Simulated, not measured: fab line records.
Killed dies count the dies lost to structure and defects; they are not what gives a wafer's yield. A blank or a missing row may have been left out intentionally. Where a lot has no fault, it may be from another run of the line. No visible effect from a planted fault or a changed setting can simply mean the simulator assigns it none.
Which tool is to blame? | flow gf180mcu | 6 lots with 18 wafers sampled at 4 steps, on a route of 602 steps

== WHAT THE GAUGES SHOWED, per wafer ==
GF_V5_CD_MEAS_14 targets a cd of 260 nm.
lot  | measured     | on        | cd nm (nm)
L608 | day 28 01:09 | cd sem-01 | 261.5 262.0 262.0
L610 | day 28 06:23 | cd sem-02 | 260.2 260.7 260.0
L612 | day 28 12:28 | cd sem-02 | 261.3 259.7 259.8
L614 | day 29 02:23 | cd sem-02 | 260.9 259.1 260.9
L625 | day 32 07:44 | cd sem-02 | 258.1 258.3 257.4
L627 | day 32 20:42 | cd sem-01 | 258.9 259.7 259.0

== EACH LOT AND THE TOOL THAT RAN IT (in order: tool; ch and the chambers of the sampled wafers; start) ==
lot  | GF_V4_STRIP_18                       | GF_V4_CVD_23                  | GF_V5_EXPOSE_11
L608 | plasma asher-01 ch 0,1, day 25 02:25 | cvd w-02 ch 0,1, day 25 03:03 | krf scanner-01 ch 0, day 27 13:57
L610 | plasma asher-02 ch 0,1, day 25 08:04 | cvd w-02 ch 0,1, day 25 08:42 | krf scanner-01 ch 0, day 27 20:07
L612 | plasma asher-04 ch 0,1, day 25 16:47 | cvd w-01 ch 0,1, day 25 17:26 | krf scanner-01 ch 0, day 28 02:27
L614 | plasma asher-04 ch 0,1, day 26 05:40 | cvd w-02 ch 0,1, day 26 06:17 | krf scanner-02 ch 0, day 28 15:34
L625 | plasma asher-04 ch 0,1, day 29 23:55 | cvd w-01 ch 0,1, day 30 00:33 | krf scanner-01 ch 0, day 31 23:43
L627 | plasma asher-04 ch 0,1, day 30 14:04 | cvd w-01 ch 0,1, day 30 14:43 | krf scanner-01 ch 0, day 32 12:15
- GF_V4_STRIP_18: strips in O2/N2.
- GF_V4_CVD_23: deposits W, target thk 350 nm, time 104.9 s.
- GF_V5_EXPOSE_11: exposes mask Via5, target cd 260 nm.

== THE ANSWER, worked out from the rows above alone ==
Rule: the usual values come from the lots themselves. Put in order of their means at a reading, lots are off if they are a third of the lots or fewer, leave a main group of 4 or more, and stand apart from it by a gap of 3 or more times the standard deviation of the main group's means; of several such gaps the widest counts. A main group is skipped when, at the precision printed for the reading in the tables above, its means are all equal. A lot without any number at a reading at which 4 lots or more have one is off too. All remaining lots with rows at the step are treated as sound.
Across all readings shown, no lot is off: no conclusion can be drawn from this.

== WHAT HAD BEEN PUT IN BY THE SIMULATOR ==
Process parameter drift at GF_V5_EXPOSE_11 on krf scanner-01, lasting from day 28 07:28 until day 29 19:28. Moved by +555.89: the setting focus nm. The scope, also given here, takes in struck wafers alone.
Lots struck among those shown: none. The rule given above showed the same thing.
